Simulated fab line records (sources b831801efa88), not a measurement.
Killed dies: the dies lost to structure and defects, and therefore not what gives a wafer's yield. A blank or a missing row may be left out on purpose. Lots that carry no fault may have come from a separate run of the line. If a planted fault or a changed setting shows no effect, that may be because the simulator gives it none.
Which tool did it? ; flow gf180mcu ; 12 lots with 36 wafers sampled at 5 steps, on a route of 602 steps

WHAT THE GAUGES SHOWED, per wafer
GF_LVPWELL_OVL_MEAS_07.
lot;measured;on;LVPWELL_OVL (nm)
L484;day 3 20:25;overlay-02;0.4 -2.4 -1.6
L485;day 4 00:55;overlay-02;2.7 1.2 1.9
L486;day 4 09:02;overlay-01;1.6 1.4 2.2
L487;day 4 22:03;overlay-02;0.2 0.8 -0.7
L488;day 4 23:30;overlay-01;-0.8 0.5 -0.6
L494;day 6 06:11;overlay-01;-169.2 -169.8 -168.2
L496;day 6 16:46;overlay-01;-167.7 -167.8 -168.6
L502;day 8 02:41;overlay-02;-0.5 0.0 0.7
L503;day 8 10:27;overlay-02;-1.6 0.4 -0.6
L504;day 8 14:01;overlay-01;-0.7 -2.3 -2.6
L505;day 8 18:09;overlay-02;0.4 1.6 0.2
L507;day 9 06:22;overlay-02;4.6 0.5 0.7

GF_M3_RS_MEAS_05: the measuring method here is four-point-probe.
lot;measured;on;M3_ALCU_RS (ohm/sq)
L484;day 20 05:13;film metro-01;0.0693 0.0697 0.0694
L485;day 20 08:20;film metro-01;0.0685 0.0685 0.0694
L486;day 21 04:47;film metro-02;0.0690 0.0692 0.0692
L487;day 21 21:20;film metro-03;0.0687 0.0688 0.0675
L488;day 22 02:01;film metro-02;0.0700 0.0685 0.0684
L494;day 24 05:26;film metro-03;0.0695 0.0687 0.0678
L496;day 24 19:06;film metro-02;0.0697 0.0691 0.0710
L502;day 26 14:44;film metro-03;0.0708 0.0680 0.0685
L503;day 26 22:58;film metro-02;0.0693 0.0697 0.0693
L504;day 27 02:55;film metro-03;0.0686 0.0703 0.0698
L505;day 27 14:26;film metro-02;0.0684 0.0696 0.0704
L507;day 28 06:45;film metro-01;0.0689 0.0694 0.0695

TOOL THAT RAN EACH LOT (tool first, then ch and the chambers of the sampled wafers, then the start)
lot;GF_LVPWELL_EXPOSE_04;GF_M2_SPUTTER_02;GF_V2_STRIP_18
L484;iline stepper-02 ch 0, day 3 14:01;pvd sputter-02, day 18 01:45;plasma asher-01 ch 0,1, day 20 03:46
L485;iline stepper-01 ch 0, day 3 17:54;pvd sputter-01, day 18 04:38;plasma asher-01 ch 0,1, day 20 06:50
L486;iline stepper-02 ch 0, day 4 02:20;pvd sputter-02, day 19 01:06;plasma asher-03 ch 0,1, day 21 03:20
L487;iline stepper-02 ch 0, day 4 15:22;pvd sputter-02, day 19 18:20;plasma asher-01 ch 0,1, day 21 19:45
L488;iline stepper-01 ch 0, day 4 16:44;pvd sputter-01, day 19 22:41;plasma asher-02 ch 0,1, day 22 00:27
L494;iline stepper-01 ch 0, day 5 23:16;pvd sputter-03, day 22 05:53;plasma asher-02 ch 0,1, day 24 03:57
L496;iline stepper-01 ch 0, day 6 09:26;pvd sputter-01, day 22 16:22;plasma asher-03 ch 0,1, day 24 17:38
L502;iline stepper-02 ch 0, day 7 18:23;pvd sputter-03, day 24 17:02;plasma asher-03 ch 0,1, day 26 13:15
L503;iline stepper-02 ch 0, day 8 02:29;pvd sputter-01, day 25 01:32;plasma asher-02 ch 0,1, day 26 21:23
L504;iline stepper-02 ch 0, day 8 06:29;pvd sputter-02, day 25 06:40;plasma asher-03 ch 0,1, day 27 01:25
L505;iline stepper-02 ch 0, day 8 10:07;pvd sputter-01, day 25 18:32;plasma asher-03 ch 0,1, day 27 12:38
L507;iline stepper-02 ch 0, day 8 21:59;pvd sputter-02, day 26 12:31;plasma asher-01 ch 0,1, day 28 05:15
- GF_LVPWELL_EXPOSE_04: exposes mask LVPWELL, target cd 600 nm.
- GF_M2_SPUTTER_02: material AlCu, target thk 450 nm, time 23.9 s.
- GF_V2_STRIP_18: strips in O2/N2.

WHAT THE TOOLS THEMSELVES READ (means of the sampled wafers that have a number; where no wafer has one, the mark that the record gives instead)
GF_M2_SPUTTER_02.
lot;tool;throttle valve pct (%)
L484;pvd sputter-02;30.1
L485;pvd sputter-01;29.7
L486;pvd sputter-02;29.6
L487;pvd sputter-02;29.9
L488;pvd sputter-01;29.6
L494;pvd sputter-03;30.6
L496;pvd sputter-01;29.9
L502;pvd sputter-03;30.7
L503;pvd sputter-01;29.8
L504;pvd sputter-02;29.5
L505;pvd sputter-01;29.5
L507;pvd sputter-02;30.1

GF_V2_STRIP_18.
lot;tool;drypump motor current A (A);heater power w (W);oes product au (a.u.)
L484;plasma asher-01;5.7;333;0.591
L485;plasma asher-01;5.8;329;0.594
L486;plasma asher-03;6.0;296;0.592
L487;plasma asher-01;5.6;335;0.589
L488;plasma asher-02;6.1;305;0.591
L494;plasma asher-02;6.2;316;0.589
L496;plasma asher-03;5.4;288;0.596
L502;plasma asher-03;5.9;295;0.593
L503;plasma asher-02;6.2;314;0.593
L504;plasma asher-03;5.4;286;0.593
L505;plasma asher-03;5.4;285;0.593
L507;plasma asher-01;5.7;337;0.591

THE ANSWER, worked out from the rows above alone
Rule: the usual values come from the lots themselves. Put in order of their means at a reading, lots are off if they are a third of the lots or fewer, leave a main group of 4 or more, and stand apart from it by a gap of 3 or more times the standard deviation of the main group's means; of several such gaps the widest counts. A main group whose means are all the same, to the digits that the tables above print for the reading, isn't used. Also off: a lot with no number at a reading for which 4 or more lots have one. The other lots that the step has rows for count as sound. Order of review: gauges by route order, followed by the tools' own readings, for which a lot's mean as printed above is used. At the first step where some lot is off, the reading lying furthest off is the one used; lots without a number count as furthest.
Off: at GF_LVPWELL_OVL_MEAS_07 (LVPWELL_OVL), L494, L496. For the main group the mean is 0.3 nm and the standard deviation 1.3.
If a tool, at a process step before that reading, ran all the lots that are off and no sound lot after the first of them, it fits. The gauges at GF_LVPWELL_OVL_MEAS_07 are tried like those tools. One candidate fits, namely iline stepper-01 at GF_LVPWELL_EXPOSE_04. Its last sound lot is L488 (day 4 16:44), its first lot that is off L494 (day 5 23:16): a fault that began between those two fits.

WHAT THE SIMULATOR HAD INSERTED
Scanner matching overlay: iline stepper-01, from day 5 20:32 on, at GF_LVPWELL_EXPOSE_04. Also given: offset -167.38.
Lots struck among those shown: L494, L496. The rule above reached the same finding.
